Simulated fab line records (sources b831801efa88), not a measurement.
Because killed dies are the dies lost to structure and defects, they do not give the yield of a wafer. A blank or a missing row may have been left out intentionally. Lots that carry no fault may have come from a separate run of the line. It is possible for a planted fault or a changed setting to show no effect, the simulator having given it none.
fab line records | flow gf180mcu | part 1 of 2: steps 1 to 31 of 41
[record] lots = 5 wafers = 15 last-day = 33
route steps=602 shown PSD@248 NSD@262 SAB@264 SALICIDE@278 CONTACT@287
lots with no fault: from the same line, run without faults
start-h: start of the lot's first displayed wafer, in hours after the record's first day | wait-h: hours from the lot's prior step to this one | " unchanged from the row above | L1.1+2: one row covering several wafers at once | - no value present, or no start provided | * or withheld: withheld | < > ~ a bound
route shown NAME@n: a module of which the file shows steps, and the number in the route of the first | usual: the fault-free wafers' mean and standard deviation | same: alike in all rows | chamber/n: place in a boat | sites: the reading at each site | _std_site: standard deviation of those values | _edge_site: mean of outer sites minus mean of inner sites | radius-mm: for every site, how far away it sits from the centre of the wafer | mask NAME#n: copy n | behind: tool/chamber where the wafer was last shaped | hold: reason for holding the lot/hours on hold/outcome of the hold | device: whichever transistor did not switch (one of n, p or np) | end of line: the tests these same wafers got at the end of their route | step lacking rows: just its recipe | killed: the dies lost at the first sort to structure and to defects; this is not the yield of the wafer | map: a wafer's dies, marking killed ones x, the rest . and places with no die _
set.NAME: setting as actually run; set.NAME@STEP: the setting as run at that earlier step | model.NAME: the simulator's own value behind a step, which no gauge read
a table for each step, a row for each wafer; lots at some steps of the route
services: when a tool's chamber went out of use (start-h, in hours from the record's first day, below 0 if earlier), for how many hours, and the reason
[[steps]]
[step GF_PSD_DEHYDRATE_00]
[recipe] temp-c = 200 time-s = 60
// columns lot.wafer tool chamber start-h wait-h
L076.1+3+5 litho-track-03 0 319.37 9.9
L083.2+3+4 litho-track-01 0 378.88 10.4
L088.2+4+6 litho-track-01 0 424.83 10.8
L091.1+4+6 litho-track-02 0 456.10 11.7
L093.2+3+4 litho-track-01 0 464.93 11.8
[step GF_PSD_HMDS_01]
[recipe] prime-time-s = 60 prime-temp-c = 120
[usual] prime-temp-c = 119.99/0.14
// columns lot.wafer tool chamber start-h wait-h prime-temp-c
L076.1 litho-track-03 0 319.52 0.1 119.94
L076.3 " 0 " " 119.95
L076.5 " 0 " " 119.80
L083.2 litho-track-01 0 379.03 0.1 120.23
L083.3 " 0 " " 120.20
L083.4 " 0 " " 120.14
L088.2 litho-track-01 0 424.98 0.1 120.00
L088.4 " 0 " " 120.08
L088.6 " 0 " " 120.03
L091.1 litho-track-02 0 456.25 0.1 120.04
L091.4 " 0 " " 120.02
L091.6 " 0 " " 119.88
L093.2 litho-track-01 0 465.08 0.1 119.83
L093.3 " 0 " " 119.90
L093.4 " 0 " " 119.99
[step GF_PSD_COAT_02]
[recipe] resist = NOVOLAK spin-rpm = 3000 resist-thk-nm = 1000
// columns lot.wafer tool chamber start-h wait-h
L076.1+3+5 litho-track-03 0 319.67 0.1
L083.2+3+4 litho-track-01 0 379.18 0.1
L088.2+4+6 litho-track-01 0 425.13 0.1
L091.1+4+6 litho-track-02 0 456.40 0.1
L093.2+3+4 litho-track-01 0 465.23 0.1
[step GF_PSD_SOFTBAKE_03]
[recipe] temp-c = 90 time-s = 60 resist = NOVOLAK
// columns lot.wafer tool chamber start-h wait-h
L076.1+3+5 litho-track-03 0 319.82 0.1
L083.2+3+4 litho-track-01 0 379.33 0.1
L088.2+4+6 litho-track-01 0 425.28 0.1
L091.1+4+6 litho-track-02 0 456.55 0.1
L093.2+3+4 litho-track-01 0 465.38 0.1
[step GF_PSD_EXPOSE_04]
[recipe] mask-id = Pplus target-cd-nm = 400 na = 0.6 source-shape = conventional sigma-outer = 0.6 dose-mj = 140
[usual] exposure-dose-mJ-cm2 = 139.04/0.13 reticle-temp-C = 23.00/0.11
// columns lot.wafer tool chamber start-h wait-h mask exposure-dose-mJ-cm2 reticle-temp-C
L076.1 iline-stepper-02 0 - - Pplus#0 139.15 23.02
L076.3 " 0 " " Pplus#0 139.05 22.90
L076.5 " 0 " " Pplus#0 139.06 22.82
L083.2 iline-stepper-01 0 - - Pplus#0 138.81 22.94
L083.3 " 0 " " Pplus#0 139.22 23.17
L083.4 " 0 " " Pplus#0 139.07 23.08
L088.2 iline-stepper-01 0 - - Pplus#0 138.97 22.83
L088.4 " 0 " " Pplus#0 138.96 22.90
L088.6 " 0 " " Pplus#0 138.71 23.13
L091.1 iline-stepper-02 0 - - Pplus#0 138.95 22.82
L091.4 " 0 " " Pplus#0 138.88 22.85
L091.6 " 0 " " Pplus#0 138.80 22.91
L093.2 iline-stepper-01 0 - - Pplus#0 138.95 22.91
L093.3 " 0 " " Pplus#0 139.14 23.03
L093.4 " 0 " " Pplus#0 138.85 22.95
[step GF_PSD_PEB_05]
[recipe] temp-c = withheld time-s = * resist = NOVOLAK
// columns lot.wafer tool chamber start-h wait-h
L076.1+3+5 litho-track-01 0 - -
L083.2+3+4 litho-track-02 0 - -
L088.2+4+6 litho-track-02 0 - -
L091.1+4+6 litho-track-03 0 - -
L093.2+3+4 litho-track-01 0 - -
[step GF_PSD_DEVELOP_06]
[recipe] develop-time-s = 61.15 dev-temp-c = 23
[same] develop-time-s = 61.15
// columns lot.wafer tool chamber start-h wait-h
L076.1+3+5 litho-track-01 0 330.45 0.1
L083.2+3+4 litho-track-02 0 390.52 0.1
L088.2+4+6 litho-track-02 0 437.67 0.1
L091.1+4+6 litho-track-03 0 468.47 0.1
L093.2+3+4 litho-track-01 0 477.18 0.1
[step GF_PSD_CD_MEAS_07]
[recipe] target-cd-nm = 400
[usual] cd-nm = 400.7/2.2
// columns lot.wafer tool chamber start-h wait-h cd-nm
L076.1 cd-sem-02 - 330.60 0.1 399.8
L076.3 " - " " 401.3
L076.5 " - " " 400.1
L083.2 cd-sem-01 - 390.67 0.1 401.4
L083.3 " - " " 402.0
L083.4 " - " " 404.3
L088.2 cd-sem-01 - 437.82 0.1 399.8
L088.4 " - " " 400.9
L088.6 " - " " 400.4
L091.1 cd-sem-01 - 468.62 0.1 400.5
L091.4 " - " " 403.0
L091.6 " - " " 401.8
L093.2 cd-sem-01 - 477.32 0.1 398.3
L093.3 " - " " 397.7
L093.4 " - " " 398.0
[step GF_PSD_OVL_MEAS_08]
[usual] PSD_OVL = 0.6/1.2
// columns lot.wafer tool chamber start-h wait-h PSD_OVL[nm]
L076.1 overlay-02 - 330.72 0.1 2.3
L076.3 " - " " 2.8
L076.5 " - " " 0.7
L083.2 overlay-02 - 390.77 0.1 -0.4
L083.3 " - " " -2.2
L083.4 " - " " -1.4
L088.2 overlay-01 - 437.92 0.1 -0.3
L088.4 " - " " 1.0
L088.6 " - " " 0.0
L091.1 overlay-02 - 468.74 0.1 -0.5
L091.4 " - " " 1.5
L091.6 " - " " 0.7
L093.2 overlay-02 - 477.43 0.1 0.0
L093.3 " - " " 1.0
L093.4 " - " " 0.2
[step GF_PSD_IMPLANT_09]
[recipe] species = BF2 energy-kev = 40 dose-cm2 = 1.5e+15 tilt-deg = 7
[usual] tilt-deg = 7.004/0.021
// columns lot.wafer tool chamber start-h wait-h tilt-deg
L076.1 implanter-01 0 330.76 0.0 7.001
L076.3 " 0 " " 6.993
L076.5 " 0 " " 7.000
L083.2 implanter-01 0 390.83 0.0 6.985
L083.3 " 0 " " 6.987
L083.4 " 0 " " 6.980
L088.2 implanter-02 0 437.98 0.0 6.988
L088.4 " 0 " " 6.988
L088.6 " 0 " " 6.985
L091.1 implanter-01 0 468.77 0.0 7.017
L091.4 " 0 " " 6.954
L091.6 " 0 " " 6.982
L093.2 implanter-02 0 477.48 0.0 6.982
L093.3 " 0 " " 6.970
L093.4 " 0 " " 7.008
[step GF_PSD_STRIP_10]
[recipe] chemistry = O2/N2 power-w = 1400 pressure-mtorr = 1500 platen-temp-c = 250 o2-flow-sccm = 3000 n2-flow-sccm = 300 overash-fraction = 0.5
[usual] drypump-motor-current-A = 6.26/0.3 heater-power-w = 311/44 oes-product-au = 0.592/0.0044 strip-time-to-endpoint-s = 16.51/0.038
// columns lot.wafer tool chamber start-h wait-h drypump-motor-current-A heater-power-w oes-product-au rf-hours-counter-h strip-time-to-endpoint-s
L076.1 plasma-asher-04 0 330.91 0.1 5.79 422 0.591 67 16.56
L076.3 " 1 " " 5.89 284 0.597 - 16.56
L076.5 " 0 " " 5.78 411 0.590 - 16.56
L083.2 plasma-asher-03 1 390.95 0.1 6.62 291 0.593 60 16.53
L083.3 " 1 " " 6.67 295 0.599 - 16.53
L083.4 " 0 " " 6.40 288 0.592 - 16.51
L088.2 plasma-asher-01 1 438.10 0.1 6.10 269 0.596 82 16.45
L088.4 " 1 " " 6.09 274 0.587 - 16.50
L088.6 " 0 " " 6.11 341 0.589 - 16.46
L091.1 plasma-asher-03 1 468.92 0.1 6.60 298 0.596 67 16.52
L091.4 " 1 " " 6.62 296 0.595 - 16.52
L091.6 " 0 " " 6.40 285 0.586 - 16.50
L093.2 plasma-asher-03 1 477.61 0.1 6.65 297 0.592 68 16.48
L093.3 " 0 " " 6.41 293 0.590 - 16.48
L093.4 " 1 " " 6.59 303 0.586 - 16.49
[step GF_PSD_TW_MEAS_11]
[usual] PSD_TW = 3155/14
// columns lot.wafer tool chamber start-h wait-h PSD_TW
L076.1 film-metro-03 - 331.01 0.1 3162
L076.3 " - " " 3172
L076.5 " - " " 3160
L083.2 film-metro-03 - 391.06 0.1 3182
L083.3 " - " " 3177
L083.4 " - " " 3180
L088.2 film-metro-03 - 438.21 0.1 3170
L088.4 " - " " 3161
L088.6 " - " " 3164
L091.1 film-metro-04 - 469.02 0.1 3165
L091.4 " - " " 3131
L091.6 " - " " 3145
L093.2 film-metro-04 - 477.72 0.1 3132
L093.3 " - " " 3132
L093.4 " - " " 3166
[step GF_PSD_CLEAN_12]
[recipe] chemistry = SC1/SC2 mix = 1:4:20 temp-c = 70 time-s = 150 dry = n2-spin
// columns lot.wafer tool chamber start-h wait-h
L076.1+3+5 wet-bench-03 0 331.07 0.1
L083.2+3+4 wet-bench-03 0 391.11 0.0
L088.2+4+6 wet-bench-03 0 438.26 0.0
L091.1+4+6 wet-bench-03 1 469.08 0.1
L093.2+3+4 wet-bench-01 1 477.77 0.0
[step GF_PSD_RTA_13]
[recipe] temp-c = 1025 time-s = 20 ambient = N2
[usual] lamp-power-pct = 36/3 wafer_temp_C_max = 1028.6/1.4
// columns lot.wafer tool chamber start-h wait-h lamp-power-pct wafer_temp_C_max
L076.1 rtp-anneal-01 0 331.12 0.0 33 1029.9
L076.3 " 0 " " 33 1030.2
L076.5 " 0 " " 33 1030.3
L083.2 rtp-anneal-02 0 391.18 0.0 39 1027.8
L083.3 " 0 " " 39 1027.8
L083.4 " 0 " " 39 1027.3
L088.2 rtp-anneal-01 0 438.33 0.0 33 1030.1
L088.4 " 0 " " 33 1028.8
L088.6 " 0 " " 33 1029.8
L091.1 rtp-anneal-01 0 469.14 0.0 33 1030.6
L091.4 " 0 " " 33 1028.7
L091.6 " 0 " " 33 1031.6
L093.2 rtp-anneal-01 0 477.83 0.0 33 1032.2
L093.3 " 0 " " 33 1031.2
L093.4 " 0 " " 33 1029.7
[step GF_PSD_RS_MEAS_14]
[recipe] thk-meas-gauge = four-point-probe
[usual] NSD_RS = 46.18/0.075
// columns lot.wafer tool chamber start-h wait-h NSD_RS[ohm/sq]
L076.1 film-metro-02 - 331.20 0.1 46.20
L076.3 " - " " 46.20
L076.5 " - " " 46.15
L083.2 film-metro-02 - 391.27 0.1 46.27
L083.3 " - " " 46.23
L083.4 " - " " 46.13
L088.2 film-metro-03 - 438.42 0.1 46.15
L088.4 " - " " 46.07
L088.6 " - " " 46.06
L091.1 film-metro-02 - 469.22 0.1 46.18
L091.4 " - " " 46.20
L091.6 " - " " 46.21
L093.2 film-metro-02 - 477.92 0.1 46.28
L093.3 " - " " 46.19
L093.4 " - " " 46.27
[step GF_PSD_RS_MEAS_15]
[recipe] thk-meas-gauge = four-point-probe
[usual] PSD_RS = 108.63/0.24
// columns lot.wafer tool chamber start-h wait-h PSD_RS[ohm/sq]
L076.1 film-metro-02 - 331.32 0.1 109.08
L076.3 " - " " 108.77
L076.5 " - " " 108.44
L083.2 film-metro-02 - 391.39 0.1 108.64
L083.3 " - " " 108.65
L083.4 " - " " 108.77
L088.2 film-metro-03 - 438.54 0.1 108.49
L088.4 " - " " 108.18
L088.6 " - " " 108.81
L091.1 film-metro-02 - 469.34 0.1 108.43
L091.4 " - " " 108.52
L091.6 " - " " 108.32
L093.2 film-metro-02 - 478.04 0.1 109.26
L093.3 " - " " 108.83
L093.4 " - " " 108.91
[step GF_SAB_CVD_00]
[recipe] material = SiO2 target-thk-nm = 50 precursor = TEOS temp-c = 400 time-s = 4.9302 rf-w = 600
[usual] heater-power-w = 631/76
// columns lot.wafer tool chamber start-h wait-h heater-power-w
L076.1 pecvd-03 1 331.44 0.1 525
L076.3 " 2 " " 636
L076.5 " 2 " " 635
L083.2 pecvd-03 1 391.49 0.1 545
L083.3 " 0 " " 737
L083.4 " 2 " " 624
L088.2 pecvd-04 1 438.64 0.1 596
L088.4 " 2 " " 608
L088.6 " 0 " " 589
L091.1 pecvd-04 1 469.46 0.1 707
L091.4 " 1 " " 687
L091.6 " 2 " " 721
L093.2 pecvd-03 0 478.14 0.1 742
L093.3 " 1 " " 487
L093.4 " 0 " " 739
[step GF_SAB_THK_MEAS_01]
[recipe] reads = SiO2_of_SAB_CVD_00
[usual] SAB_CVD_00_THK = 50.1/0.83
// columns lot.wafer tool chamber start-h wait-h SAB_CVD_00_THK[nm]
L076.1 film-metro-03 - 331.46 0.0 50.5
L076.3 " - " " 49.3
L076.5 " - " " 49.8
L083.2 film-metro-01 - 391.52 0.0 50.4
L083.3 " - " " 49.5
L083.4 " - " " 49.8
L088.2 film-metro-01 - 438.67 0.0 48.7
L088.4 " - " " 50.0
L088.6 " - " " 51.2
L091.1 film-metro-03 - 469.48 0.0 50.0
L091.4 " - " " 50.7
L091.6 " - " " 48.9
L093.2 film-metro-03 - 478.18 0.0 49.6
L093.3 " - " " 52.2
L093.4 " - " " 50.4
[step GF_SAB_DEHYDRATE_02]
[recipe] temp-c = 200 time-s = 60
// columns lot.wafer tool chamber start-h wait-h
L076.1+3+5 litho-track-02 0 341.50 10.0
L083.2+3+4 litho-track-02 0 402.32 10.8
L088.2+4+6 litho-track-01 0 449.58 10.9
L091.1+4+6 litho-track-02 0 480.85 11.4
L093.2+3+4 litho-track-02 0 489.62 11.4
[step GF_SAB_HMDS_03]
[recipe] prime-time-s = 60 prime-temp-c = 120
[usual] prime-temp-c = 120.00/0.14
// columns lot.wafer tool chamber start-h wait-h prime-temp-c
L076.1 litho-track-02 0 341.65 0.1 120.31
L076.3 " 0 " " 120.07
L076.5 " 0 " " 120.21
L083.2 litho-track-02 0 402.47 0.1 119.85
L083.3 " 0 " " 119.91
L083.4 " 0 " " 119.68
L088.2 litho-track-01 0 449.73 0.1 119.91
L088.4 " 0 " " 119.75
L088.6 " 0 " " 119.82
L091.1 litho-track-02 0 481.00 0.1 120.04
L091.4 " 0 " " 120.30
L091.6 " 0 " " 120.02
L093.2 litho-track-02 0 489.77 0.1 120.13
L093.3 " 0 " " 120.07
L093.4 " 0 " " 120.09
[step GF_SAB_COAT_04]
[recipe] resist = NOVOLAK spin-rpm = 3000 resist-thk-nm = 1000
// columns lot.wafer tool chamber start-h wait-h
L076.1+3+5 litho-track-02 0 341.80 0.1
L083.2+3+4 litho-track-02 0 402.62 0.1
L088.2+4+6 litho-track-01 0 449.88 0.1
L091.1+4+6 litho-track-02 0 481.15 0.1
L093.2+3+4 litho-track-02 0 489.92 0.1
[step GF_SAB_SOFTBAKE_05]
[recipe] temp-c = 90 time-s = 60 resist = NOVOLAK
// columns lot.wafer tool chamber start-h wait-h
L076.1+3+5 litho-track-02 0 341.95 0.1
L083.2+3+4 litho-track-02 0 402.77 0.1
L088.2+4+6 litho-track-01 0 450.03 0.1
L091.1+4+6 litho-track-02 0 481.30 0.1
L093.2+3+4 litho-track-02 0 490.07 0.1
[step GF_SAB_EXPOSE_06]
[recipe] mask-id = SAB target-cd-nm = 420 na = 0.6 source-shape = conventional sigma-outer = 0.6 dose-mj = 140
[usual] exposure-dose-mJ-cm2 = 139.95/0.14 reticle-temp-C = 23.02/0.098
// columns lot.wafer tool chamber start-h wait-h mask exposure-dose-mJ-cm2 reticle-temp-C
L076.1 iline-stepper-01 0 - - SAB#0 140.12 22.88
L076.3 " 0 " " SAB#0 140.01 23.04
L076.5 " 0 " " SAB#0 140.01 22.88
L083.2 iline-stepper-02 0 - - SAB#0 140.03 23.13
L083.3 " 0 " " SAB#0 139.87 23.20
L083.4 " 0 " " SAB#0 140.16 23.10
L088.2 iline-stepper-02 0 - - SAB#0 140.07 22.77
L088.4 " 0 " " SAB#0 139.99 22.94
L088.6 " 0 " " SAB#0 140.13 22.93
L091.1 iline-stepper-02 0 - - SAB#0 140.19 22.95
L091.4 " 0 " " SAB#0 139.93 23.13
L091.6 " 0 " " SAB#0 139.83 22.97
L093.2 iline-stepper-01 0 - - SAB#0 139.72 23.09
L093.3 " 0 " " SAB#0 139.91 23.06
L093.4 " 0 " " SAB#0 139.62 23.09
[step GF_SAB_PEB_07]
[recipe] temp-c = withheld time-s = * resist = NOVOLAK
// columns lot.wafer tool chamber start-h wait-h
L076.1+3+5 litho-track-01 0 - -
L083.2+3+4 litho-track-02 0 - -
L088.2+4+6 litho-track-02 0 - -
L091.1+4+6 litho-track-02 0 - -
L093.2+3+4 litho-track-02 0 - -
[step GF_SAB_DEVELOP_08]
[recipe] develop-time-s = 60 dev-temp-c = 23
[same] develop-time-s = 60
// columns lot.wafer tool chamber start-h wait-h
L076.1+3+5 litho-track-01 0 352.05 0.1
L083.2+3+4 litho-track-02 0 414.52 0.1
L088.2+4+6 litho-track-02 0 461.77 0.1
L091.1+4+6 litho-track-02 0 492.60 0.1
L093.2+3+4 litho-track-02 0 501.52 0.1
[step GF_SAB_CD_MEAS_09]
[recipe] target-cd-nm = 420
[usual] cd-nm = 419.5/1.9
// columns lot.wafer tool chamber start-h wait-h cd-nm
L076.1 cd-sem-01 - 352.20 0.1 421.6
L076.3 " - " " 419.6
L076.5 " - " " 422.5
L083.2 cd-sem-01 - 414.67 0.1 419.5
L083.3 " - " " 419.1
L083.4 " - " " 420.8
L088.2 cd-sem-02 - 461.92 0.1 419.0
L088.4 " - " " 417.7
L088.6 " - " " 417.0
L091.1 cd-sem-02 - 492.75 0.1 418.4
L091.4 " - " " 418.6
L091.6 " - " " 416.2
L093.2 cd-sem-02 - 501.67 0.1 420.1
L093.3 " - " " 419.4
L093.4 " - " " 419.9
[step GF_SAB_OVL_MEAS_10]
[usual] SAB_OVL = 0.6/1.3
// columns lot.wafer tool chamber start-h wait-h SAB_OVL[nm]
L076.1 overlay-01 - 352.32 0.1 -0.3
L076.3 " - " " -0.1
L076.5 " - " " -1.6
L083.2 overlay-01 - 414.77 0.1 1.0
L083.3 " - " " 0.3
L083.4 " - " " 0.3
L088.2 overlay-01 - 462.02 0.1 1.0
L088.4 " - " " 1.6
L088.6 " - " " 0.5
L091.1 overlay-02 - 492.87 0.1 0.1
L091.4 " - " " 0.6
L091.6 " - " " 0.3
L093.2 overlay-01 - 501.77 0.1 -0.4
L093.3 " - " " -1.8
L093.4 " - " " -0.5
[step GF_SAB_ETCH_11]
[recipe] chemistry = C4F8/O2/Ar mask-material = NOVOLAK target = SiO2 target-depth-nm = 55 source-w = 1500 bias-w = 1200 pressure-mtorr = 40 c4f8-flow-sccm = withheld O2_flow_sccm = 6 Ar_flow_sccm = 300 time-s = 8.5
[usual] oes-product-au = 0.992/0.013
// columns lot.wafer tool chamber start-h wait-h oes-product-au rf-hours-counter-h
L076.1 rie-diel-04 3 352.36 0.0 1.011 13
L076.3 " 0 " " 1.002 90
L076.5 " 1 " " 1.007 -
L083.2 rie-diel-02 0 414.80 0.0 0.987 75
L083.3 " 1 " " 0.977 10
L083.4 " 0 " " 0.989 -
L088.2 rie-diel-01 2 462.05 0.0 1.002 3
L088.4 " 0 " " 0.987 -
L088.6 " 2 " " 1.004 -
L091.1 rie-diel-01 3 492.90 0.0 1.009 12
L091.4 " 3 " " 1.007 -
L091.6 " 1 " " 0.978 -
L093.2 rie-diel-01 0 501.80 0.0 0.981 11
L093.3 " 3 " " 0.989 12
L093.4 " 3 " " 1.006 -
[step GF_SAB_WET_ETCH_12]
[recipe] chemistry = dHF target-depth-nm = 22 dry = n2-spin target = SiO2 temp-c = 25 dilution = 100:1 time-s = 440
// columns lot.wafer tool chamber start-h wait-h
L076.1+3+5 wet-bench-04 2 352.38 0.0
L083.2+3+4 wet-bench-02 2 414.82 0.0
L088.2+4+6 wet-bench-03 0 462.07 0.0
L091.1+4+6 wet-bench-03 0 492.93 0.0
L093.2+3+4 wet-bench-04 2 501.82 0.0
[step GF_SAB_STRIP_13]
[recipe] chemistry = O2/N2 power-w = 1400 pressure-mtorr = 1500 platen-temp-c = 250 o2-flow-sccm = 3094 n2-flow-sccm = 300 overash-fraction = 0.5
[usual] heater-power-w = 313/31 oes-product-au = 0.710/0.0042 strip-time-to-endpoint-s = 12.59/0.037
[same] drypump-motor-current-A = 6.1
// columns lot.wafer tool chamber start-h wait-h heater-power-w oes-product-au rf-hours-counter-h strip-time-to-endpoint-s
L076.1 plasma-asher-01 1 352.51 0.0 268 0.720 73 12.63
L076.3 " 1 " " 271 0.710 - 12.61
L076.5 " 1 " " 270 0.711 - 12.62
L083.2 plasma-asher-01 0 414.96 0.0 338 0.704 80 12.62
L083.3 " 1 " " 270 0.712 - 12.60
L083.4 " 0 " " 338 0.716 - 12.58
L088.2 plasma-asher-01 0 462.20 0.0 333 0.704 85 12.58
L088.4 " 1 " " 276 0.713 - 12.59
L088.6 " 1 " " 279 0.708 - 12.55
L091.1 plasma-asher-01 1 493.06 0.0 272 0.706 88 12.56
L091.4 " 0 " " 332 0.710 - 12.57
L091.6 " 0 " " 338 0.709 - 12.59
L093.2 plasma-asher-01 1 501.97 0.0 268 0.710 89 12.55
L093.3 " 0 " " 338 0.702 - 12.59
L093.4 " 1 " " 279 0.706 - 12.57
[step GF_SALICIDE_CLEAN_00]
[recipe] chemistry = SC1/SC2 mix = 1:4:20 temp-c = 70 time-s = 150
// columns lot.wafer tool chamber start-h wait-h
L076.1+3+5 wet-bench-04 0 352.61 0.1
L083.2+3+4 wet-bench-01 0 415.06 0.1
L088.2+4+6 wet-bench-01 1 462.30 0.1
L091.1+4+6 wet-bench-04 1 493.16 0.1
L093.2+3+4 wet-bench-01 1 502.07 0.1
